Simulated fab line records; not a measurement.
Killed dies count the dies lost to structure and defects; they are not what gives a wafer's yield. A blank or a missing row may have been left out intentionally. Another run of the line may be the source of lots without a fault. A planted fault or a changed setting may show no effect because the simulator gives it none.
fab line records | flow gf180mcu
record lots=6 | wafers=18 | lastDay=33
route steps=602 shown V2@382
lots that met no fault: taken from a fault-free run of the same line
startH: hours from the record's first day to the start of the lot's first wafer shown | waitH: time in hours since the lot's previous step | " repeats the value in the row above | L1.1+2: a row that stands for several wafers | - no value, or no start was given | * or withheld: withheld | < > ~ a bound
route shown NAME@n: names a module that has steps shown in the file, with the first one's number in the route | usual: mean and standard deviation over wafers with no fault | same: alike in all rows | chamber/n: place in a boat | sites: readings site by site | _std_site: the values' standard deviation | _edge_site: outer sites' mean less inner sites' | radiusMm: how far each site lies from the wafer's centre | mask NAME#n: copy n | behind: the tool/chamber that last shaped the wafer | hold: reason for holding the lot/hours on hold/outcome of the hold | device: names the non-switching transistor (n, p or np) | end of line: tests run on the same wafers once the route is complete | for a step that has no rows: nothing shown but its recipe | killed: the dies lost at the first sort to structure and to defects; this is not the yield of the wafer | map: the dies of a wafer, with x for killed, . for not killed, _ for no die there
set.NAME: the run value of the setting; set.NAME@STEP: its run value at that earlier step | model.NAME: the simulator's own value behind a step, which no gauge read
certain route steps with their lots: each step a table, each wafer a row
services: when a tool's chamber went out of use (startH, in hours from the record's first day, below 0 if earlier), for how many hours, and the reason
## steps
# step GF_V2_CVD_00
# recipe material=SiO2 | targetThkNm=600 | sigmaOpenFrac=0.3 | tempC=400 | timeS=100 | sih4FlowSccm=60 | pressureMtorr=6
# step GF_V2_THK_MEAS_01
# recipe reads=SiO2_of_V2_CVD_00
# usual V2_CVD_00_THK=601/5.6
lot.wafer | tool         | chamber | startH | waitH | V2_CVD_00_THK[nm]
L572.1    | filmMetro-02 | -       | 489.63 | 0.0   | 594
L572.2    | "            | -       | "      | "     | 601
L572.5    | "            | -       | "      | "     | 597
L577.4    | filmMetro-04 | -       | 536.37 | 0.0   | 600
L577.5    | "            | -       | "      | "     | 593
L577.6    | "            | -       | "      | "     | 598
L578.4    | filmMetro-01 | -       | 550.78 | 0.0   | 603
L578.5    | "            | -       | "      | "     | 606
L578.6    | "            | -       | "      | "     | 612
L580.2    | filmMetro-02 | -       | 562.06 | 0.0   | 604
L580.4    | "            | -       | "      | "     | 603
L580.6    | "            | -       | "      | "     | 593
L582.1    | filmMetro-04 | -       | 574.90 | 0.0   | 603
L582.5    | "            | -       | "      | "     | 602
L582.6    | "            | -       | "      | "     | 603
L584.2    | filmMetro-04 | -       | 590.06 | 0.0   | 598
L584.3    | "            | -       | "      | "     | 607
L584.4    | "            | -       | "      | "     | 606
# step GF_V2_CVD_02
# recipe material=SiO2 | targetThkNm=850 | precursor=TEOS | tempC=400 | timeS=94.851 | rfW=600
# usual heaterPowerW=703/94
lot.wafer | tool     | chamber | startH | waitH | heaterPowerW
L572.1    | pecvd-03 | 2       | 489.69 | 0.1   | 618
L572.2    | "        | 1       | "      | "     | 780
L572.5    | "        | 1       | "      | "     | 707
L577.4    | pecvd-03 | 1       | 536.43 | 0.1   | 743
L577.5    | "        | 2       | "      | "     | 756
L577.6    | "        | 0       | "      | "     | 867
L578.4    | pecvd-03 | 1       | 550.85 | 0.1   | 752
L578.5    | "        | 2       | "      | "     | 695
L578.6    | "        | 0       | "      | "     | 697
L580.2    | pecvd-02 | 0       | 562.11 | 0.0   | 713
L580.4    | "        | 1       | "      | "     | 473
L580.6    | "        | 2       | "      | "     | 582
L582.1    | pecvd-02 | 0       | 574.96 | 0.1   | 720
L582.5    | "        | 0       | "      | "     | 775
L582.6    | "        | 2       | "      | "     | 568
L584.2    | pecvd-02 | 2       | 590.11 | 0.0   | 713
L584.3    | "        | 0       | "      | "     | 739
L584.4    | "        | 0       | "      | "     | 754
# step GF_V2_THK_MEAS_03
# recipe reads=SiO2_of_V2_CVD_02
# usual V2_CVD_02_THK=850/9.8
lot.wafer | tool         | chamber | startH | waitH | V2_CVD_02_THK[nm]
L572.1    | filmMetro-01 | -       | 489.80 | 0.1   | 831
L572.2    | "            | -       | "      | "     | 846
L572.5    | "            | -       | "      | "     | 852
L577.4    | filmMetro-02 | -       | 536.50 | 0.0   | 863
L577.5    | "            | -       | "      | "     | 853
L577.6    | "            | -       | "      | "     | 859
L578.4    | filmMetro-04 | -       | 550.91 | 0.0   | 854
L578.5    | "            | -       | "      | "     | 866
L578.6    | "            | -       | "      | "     | 861
L580.2    | filmMetro-02 | -       | 562.19 | 0.0   | 858
L580.4    | "            | -       | "      | "     | 860
L580.6    | "            | -       | "      | "     | 855
L582.1    | filmMetro-02 | -       | 575.03 | 0.0   | 848
L582.5    | "            | -       | "      | "     | 849
L582.6    | "            | -       | "      | "     | 847
L584.2    | filmMetro-02 | -       | 590.19 | 0.0   | 839
L584.3    | "            | -       | "      | "     | 846
L584.4    | "            | -       | "      | "     | 860
# step GF_V2_CMP_04
# recipe material=SiO2 | downForcePsi=4 | platenRpm=60 | padVelocityMS=0.94248
# usual motorCurrentA=12.2/0.79 | retainingRingPressureFrac=1.000/0.0056 | timeToEndpointS=79/4.4
lot.wafer | tool   | chamber | startH | waitH | motorCurrentA | retainingRingPressureFrac | timeToEndpointS
L572.1    | cmp-01 | 2       | 489.86 | 0.1   | 13.3          | 1.011                     | 69
L572.2    | "      | 1       | "      | "     | 12.0          | 1.003                     | 77
L572.5    | "      | 3       | "      | "     | 12.4          | 0.991                     | 82
L577.4    | cmp-01 | 0       | 536.68 | 0.2   | 12.1          | 1.002                     | 82
L577.6    | "      | 1       | "      | "     | 11.2          | 1.004                     | 80
L577.5    | "      | 2       | "      | "     | 13.0          | 0.995                     | 81
L578.4    | cmp-02 | 0       | 550.94 | 0.0   | 11.6          | 1.001                     | 80
L578.5    | "      | 0       | "      | "     | 12.2          | 0.999                     | 85
L578.6    | "      | 1       | "      | "     | 12.5          | 0.999                     | 83
L580.4    | cmp-01 | 2       | 562.24 | 0.0   | 13.2          | 1.001                     | 78
L580.2    | "      | 0       | "      | "     | 11.2          | 1.003                     | 77
L580.6    | "      | 3       | "      | "     | 12.2          | 1.001                     | 82
L582.1    | cmp-02 | 1       | 575.19 | 0.1   | 12.0          | 1.005                     | 77
L582.5    | "      | 3       | "      | "     | 13.1          | 1.004                     | 85
L582.6    | "      | 0       | "      | "     | 12.0          | 1.002                     | 81
L584.2    | cmp-01 | 2       | 590.24 | 0.0   | 12.8          | 0.994                     | 71
L584.4    | "      | 3       | "      | "     | 12.6          | 1.005                     | 83
L584.3    | "      | 0       | "      | "     | 12.1          | 1.012                     | 73
# step GF_V2_BOW_MEAS_05
# recipe mode=bow
# usual V2_BOW=100/8.6
lot.wafer | tool         | chamber | startH | waitH | V2_BOW[um]
L572.1    | filmMetro-02 | -       | 490.16 | 0.2   | 106
L572.2    | "            | -       | "      | "     | 106
L572.5    | "            | -       | "      | "     | 107
L577.4    | filmMetro-04 | -       | 536.89 | 0.2   | 100
L577.5    | "            | -       | "      | "     | 105
L577.6    | "            | -       | "      | "     | 115
L578.4    | filmMetro-02 | -       | 551.30 | 0.3   | 90
L578.5    | "            | -       | "      | "     | 96
L578.6    | "            | -       | "      | "     | 98
L580.2    | filmMetro-02 | -       | 562.56 | 0.2   | 96
L580.4    | "            | -       | "      | "     | 104
L580.6    | "            | -       | "      | "     | 101
L582.1    | filmMetro-04 | -       | 575.39 | 0.1   | 95
L582.5    | "            | -       | "      | "     | 99
L582.6    | "            | -       | "      | "     | 85
L584.2    | filmMetro-02 | -       | 590.56 | 0.3   | 91
L584.3    | "            | -       | "      | "     | 95
L584.4    | "            | -       | "      | "     | 111
# step GF_V2_DEHYDRATE_06
# recipe tempC=200 | timeS=60
# step GF_V2_HMDS_07
# recipe primeTimeS=60 | primeTempC=120
# step GF_V2_COAT_08
# recipe resist=BARC | tempC=withheld | timeS=withheld | spinRpm=withheld | resistThkNm=withheld
# step GF_V2_COAT_09
# recipe resist=KrF | spinRpm=withheld | resistThkNm=1000
# step GF_V2_SOFTBAKE_10
# recipe tempC=130 | timeS=60 | resist=KrF
# step GF_V2_EXPOSE_11
# recipe maskId=Via2 | targetCdNm=260 | na=0.68 | sourceShape=conventional | sigmaOuter=0.6 | doseMj=38
# step GF_V2_PEB_12
# recipe pebTempC=135 | pebTimeS=90 | resist=KrF
# usual chillPlateTempC=23.01/0.11 | exhaustPa=45.1/0.85
lot.wafer | tool          | chamber | startH | waitH | chillPlateTempC | exhaustPa
L572.1    | lithoTrack-02 | 0       | 513.01 | -     | 23.03           | 43.8
L572.2    | "             | 0       | "      | "     | 22.89           | 43.9
L572.5    | "             | 0       | "      | "     | 22.99           | 44.8
L577.4    | lithoTrack-04 | -       | 559.76 | -     | -               | -
L577.5    | "             | -       | "      | "     | -               | -
L577.6    | "             | -       | "      | "     | -               | -
L578.4    | lithoTrack-01 | -       | 573.46 | -     | -               | -
L578.5    | "             | -       | "      | "     | -               | -
L578.6    | "             | -       | "      | "     | -               | -
L580.2    | lithoTrack-04 | 0       | 584.39 | -     | 23.13           | 44.6
L580.4    | "             | 0       | "      | "     | 22.99           | 45.3
L580.6    | "             | 0       | "      | "     | 23.21           | 43.5
L582.1    | lithoTrack-04 | 0       | 596.31 | -     | 22.91           | 45.8
L582.5    | "             | 0       | "      | "     | 22.92           | 45.3
L582.6    | "             | 0       | "      | "     | 23.00           | 45.6
L584.2    | lithoTrack-02 | 0       | 611.44 | -     | 23.14           | 44.8
L584.3    | "             | 0       | "      | "     | 23.14           | 44.9
L584.4    | "             | 0       | "      | "     | 23.08           | 44.0
# step GF_V2_DEVELOP_13
# recipe developTimeS=60 | resist=KrF | devTempC=21
## services
tool          | chamber | startH | hours | kind
lithoTrack-01 | -       | 470.21 | -     | consumableReplace:filter
pecvd-03      | 0       | 484.77 | 20.5  | repair
pecvd-02      | -       | 510.44 | 2.8   | pm
cmp-01        | -       | 516.02 | 5.0   | repair
cmp-01        | -       | 529.64 | 1.5   | repair
cmp-02        | -       | 535.81 | 1.7   | repair
cmp-02        | -       | 578.38 | 4.0   | pm
cmp-02        | -       | 582.38 | -     | consumableReplace:conditioner
cmp-02        | -       | 582.38 | -     | consumableReplace:pad
cmp-02        | -       | 584.25 | 4.8   | repair
pecvd-02      | -       | 592.88 | 5.5   | pm
cmp-02        | -       | 602.78 | 2.7   | repair
pecvd-02      | -       | 606.58 | 3.0   | repair
## key
firstSign step=GF_V2_PEB_12 | reading=toolRecord | direction=missing
effect none on later readings
metAt GF_V2_PEB_12
struckWafers L577.4,L577.5,L577.6,L578.4,L578.5,L578.6
laterRowsLeftOut L577.4,L577.5,L577.6,L578.4,L578.5,L578.6
sortLeftOut L577.4,L577.5,L577.6,L578.4,L578.5,L578.6
fault kind=skippedStepWhole | tool=lithoTrack-01,lithoTrack-04 | chamber=- | onsetH=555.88 | steps=GF_V2_PEB_12 | scope=struckLotsOnly
# sortLeftOut: the simulated sort isn't trusted on such a fault, so these wafers' sort isn't shown, and their yield isn't known
# laterRowsLeftOut: the simulator's readings of these wafers behind a module that went badly wrong aren't trusted and aren't shown, but for the sort
